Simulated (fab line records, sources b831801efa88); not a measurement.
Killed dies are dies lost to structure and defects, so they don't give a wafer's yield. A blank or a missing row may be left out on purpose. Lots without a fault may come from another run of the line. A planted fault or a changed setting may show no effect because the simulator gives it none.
Which tool did it? | flow sky130 | 6 lots, 18 wafers sampled, at 2 steps of a route of 708

WHAT THE GAUGES READ, wafer by wafer
SKY_LDD_LDN_OVL_MEAS_07.
lot  | measured     | on         | LDD_LDN_OVL (nm)
L314 | day 22 19:13 | overlay-01 | 0.8 0.8 1.3
L317 | day 24 09:55 | overlay-01 | 0.8 -0.6 1.0
L325 | day 29 06:32 | overlay-01 | - - -
L329 | day 29 11:12 | overlay-02 | 1.2 3.1 1.6
L332 | day 30 02:05 | overlay-02 | 0.4 2.4 2.9
L334 | day 30 15:35 | overlay-01 | -0.4 -0.9 -1.2

WHICH TOOL RAN EACH LOT (tool, then ch and the chambers of the sampled wafers, then the start)
lot  | SKY_LDD_LDN_COAT_02
L314 | litho_track-01 ch 0, day 22 04:14
L317 | litho_track-01 ch 0, day 23 18:56
L325 | litho_track-03, day 28 16:47
L329 | litho_track-03 ch 0, day 28 21:23
L332 | litho_track-01 ch 0, day 29 11:50
L334 | litho_track-01 ch 0, day 30 01:12
- SKY_LDD_LDN_COAT_02: resist thk 1140 nm.

THE ANSWER, worked out from the rows above alone
Rule: what is usual is taken from the lots themselves. Put in order of their means at a reading, lots are off if they are a third of the lots or fewer, leave a main group of 4 or more, and stand apart from it by a gap of 3 or more times the standard deviation of the main group's means; of several such gaps the widest counts. A main group whose means are all the same, to the digits that the tables above print for the reading, isn't used. A lot without any number at a reading at which 4 lots or more have one is off too. The other lots that the step has rows for count as sound.
Off: L325, at SKY_LDD_LDN_OVL_MEAS_07 (LDD_LDN_OVL). Without a number there: L325. The main group: mean 0.9 nm, standard deviation 1.
A tool fits if, at a process step before that reading, it ran every lot that is off, and no sound lot after the first of them. The gauges at SKY_LDD_LDN_OVL_MEAS_07 are tried like those tools. None of those tried fits.

WHAT THE SIMULATOR HAD PUT IN
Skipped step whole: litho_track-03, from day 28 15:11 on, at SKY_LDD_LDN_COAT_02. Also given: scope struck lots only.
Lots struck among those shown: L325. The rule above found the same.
